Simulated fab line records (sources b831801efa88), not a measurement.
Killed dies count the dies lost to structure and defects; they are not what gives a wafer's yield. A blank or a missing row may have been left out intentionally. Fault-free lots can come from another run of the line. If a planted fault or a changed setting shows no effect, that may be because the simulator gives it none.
What tool caused it? + flow sky130 + 24 lots with 72 wafers sampled at 3 steps, on a route of 708 steps

== WHAT EACH GAUGE READ, for each wafer ==
SKY_SPACER_THK_MEAS_01. Usual: SPACER_CVD_00_THK gives 43.1 nm (standard deviation 0.37).
| lot  | measured     | on            | SPACER_CVD_00_THK (nm) | flag |
|------|--------------|---------------|------------------------|------|
| L074 | day 22 20:22 | film_metro-04 | 43.0 43.1 43.2         |      |
| L075 | day 22 20:22 | film_metro-03 | 42.9 42.9 43.0         |      |
| L076 | day 24 17:06 | film_metro-03 | 42.8 42.9 42.7         |      |
| L077 | day 24 18:19 | film_metro-04 | 43.1 43.0 43.5         |      |
| L078 | day 28 08:21 | film_metro-01 | 42.3 42.5 42.8         |      |
| L079 | day 28 09:34 | film_metro-03 | 43.3 43.6 43.5         |      |
| L083 | day 28 11:49 | film_metro-03 | 43.2 43.0 43.0         |      |
| L080 | day 28 11:49 | film_metro-01 | 43.1 42.8 42.6         |      |
| L085 | day 28 11:50 | film_metro-04 | 43.6 44.0 43.5         |      |
| L081 | day 28 11:52 | film_metro-03 | 43.6 43.9 43.5         |      |
| L082 | day 28 13:01 | film_metro-01 | 43.6 43.3 43.5         |      |
| L084 | day 28 13:02 | film_metro-04 | 43.6 43.3 43.6         |      |
| L086 | day 28 15:35 | film_metro-01 | 43.5 43.2 43.2         |      |
| L088 | day 28 20:05 | film_metro-04 | 43.1 42.9 43.0         |      |
| L087 | day 28 21:52 | film_metro-03 | 43.7 43.3 43.5         |      |
| L089 | day 28 21:52 | film_metro-04 | 43.8 43.4 43.9         |      |
| L090 | day 28 21:53 | film_metro-01 | 43.1 43.2 43.2         |      |
| L091 | day 28 23:04 | film_metro-03 | 42.4 42.7 42.3         |      |
| L092 | day 29 02:30 | film_metro-03 | 42.8 42.8 42.3         |      |
| L093 | day 29 10:25 | film_metro-03 | 43.0 43.1 42.9         |      |
| L094 | day 29 13:08 | film_metro-03 | 43.3 43.4 43.5         |      |
| L095 | day 29 17:16 | film_metro-03 | 42.8 42.8 42.9         |      |
| L096 | day 30 02:52 | film_metro-01 | 43.4 43.4 43.7         |      |
| L097 | day 30 16:08 | film_metro-04 | 42.9 43.1 43.4         |      |

SKY_CONTACT_BOW_MEAS_05. Usual: CONTACT_BOW gives 82 um (standard deviation 7.1).
| lot  | measured     | on            | CONTACT_BOW (um) | flag |
|------|--------------|---------------|------------------|------|
| L074 | day 30 05:46 | film_metro-03 | 81 78 94         |      |
| L075 | day 30 05:04 | film_metro-02 | 78 84 72         |      |
| L076 | day 32 00:44 | film_metro-03 | 80 83 78         |      |
| L077 | day 32 01:07 | film_metro-01 | 76 83 71         |      |
| L078 | day 35 08:55 | film_metro-02 | 79 73 90         |      |
| L079 | day 35 09:39 | film_metro-01 | 69 92 88         |      |
| L083 | day 35 12:04 | film_metro-03 | 92 84 84         |      |
| L080 | day 35 11:04 | film_metro-02 | 83 80 72         |      |
| L085 | day 35 12:28 | film_metro-01 | 87 91 89         |      |
| L081 | day 35 13:16 | film_metro-03 | 75 92 93         |      |
| L082 | day 35 14:53 | film_metro-01 | 76 87 77         |      |
| L084 | day 35 13:40 | film_metro-03 | 80 84 74         |      |
| L086 | day 35 17:29 | film_metro-01 | 78 57 83         |      |
| L088 | day 35 20:55 | film_metro-01 | 77 70 74         |      |
| L087 | day 35 21:47 | film_metro-01 | 82 80 84         |      |
| L089 | day 35 22:05 | film_metro-03 | 82 82 75         |      |
| L090 | day 35 22:30 | film_metro-03 | 88 87 81         |      |
| L091 | day 35 23:44 | film_metro-03 | 76 69 80         |      |
| L092 | day 36 01:02 | film_metro-02 | 83 86 83         |      |
| L093 | day 36 09:51 | film_metro-02 | 90 90 84         |      |
| L094 | day 36 12:05 | film_metro-03 | 81 82 89         |      |
| L095 | day 36 16:05 | film_metro-01 | 81 81 84         |      |
| L096 | day 36 23:19 | film_metro-01 | 87 78 79         |      |
| L097 | day 37 13:22 | film_metro-03 | 79 75 86         |      |

SKY_VIA2_THK_MEAS_01. Usual: VIA2_HDPCVD_THK gives 1169 nm (standard deviation 14).
| lot  | measured     | on            | VIA2_HDPCVD_THK (nm) | flag |
|------|--------------|---------------|----------------------|------|
| L074 | day 35 00:37 | film_metro-02 | 1159 1151 1156       |      |
| L075 | day 35 00:25 | film_metro-03 | 1145 1161 1166       |      |
| L076 | day 36 15:58 | film_metro-03 | 1174 1148 1152       |      |
| L077 | day 36 16:27 | film_metro-03 | 1166 1161 1164       |      |
| L078 | day 39 23:01 | film_metro-01 | 1170 1203 1210       |      |
| L079 | day 39 23:40 | film_metro-02 | 1166 1184 1159       |      |
| L083 | day 40 00:22 | film_metro-03 | 1174 1164 1163       |      |
| L080 | day 40 00:10 | film_metro-02 | 1182 1171 1173       |      |
| L085 | day 40 00:41 | film_metro-02 | 1189 1155 1187       |      |
| L081 | day 40 01:28 | film_metro-01 | 1184 1177 1165       |      |
| L082 | day 40 01:48 | film_metro-01 | 1166 1176 1151       |      |
| L084 | day 40 01:40 | film_metro-03 | 1168 1163 1160       |      |
| L086 | day 40 04:50 | film_metro-01 | 1173 1163 1168       |      |
| L088 | day 40 06:20 | film_metro-01 | 1172 1170 1146       |      |
| L087 | day 40 07:02 | film_metro-03 | 1187 1192 1200       |      |
| L089 | day 40 08:19 | film_metro-02 | 1150 1149 1137       |      |
| L090 | day 40 09:30 | film_metro-01 | 1171 1151 1163       |      |
| L091 | day 40 09:40 | film_metro-03 | 1164 1171 1178       |      |
| L092 | day 40 10:31 | film_metro-01 | 1183 1166 1182       |      |
| L093 | day 40 19:10 | film_metro-02 | 1172 1173 1167       |      |
| L094 | day 40 22:34 | film_metro-01 | 1161 1182 1168       |      |
| L095 | day 41 00:42 | film_metro-03 | 1168 1165 1176       |      |
| L096 | day 41 08:37 | film_metro-01 | 1170 1172 1183       |      |
| L097 | day 42 00:40 | film_metro-01 | 1192 1160 1189       |      |

== WHICH TOOL RAN EACH LOT (tool, then ch and the chambers of the sampled wafers, then the start) ==
The record holds no process step before these readings.

== AS READ BY THE TOOLS THEMSELVES (means over the sampled wafers that have a number; for cases with no such wafer, the mark the record gives instead) ==
The record holds no such reading with a usual standard deviation.

== THE ANSWER, worked out from the rows above alone ==
Rule: lot off if the mean of its wafers having a number is beyond 3 standard deviations from the usual mean. A lot without any number at a reading at which 4 lots or more have one is off too. Where the step has rows for the other lots, those lots are counted as sound. After the gauges, taken in route order, come the tools' own readings; for these a lot's mean is taken, as printed above. The first step at which some lot is off is used, and at that step the reading that is off furthest; a lot without a number counts as furthest.
No lot is off on any of the readings shown, so nothing can be concluded from this.

== WHAT THE SIMULATOR HAD PUT IN ==
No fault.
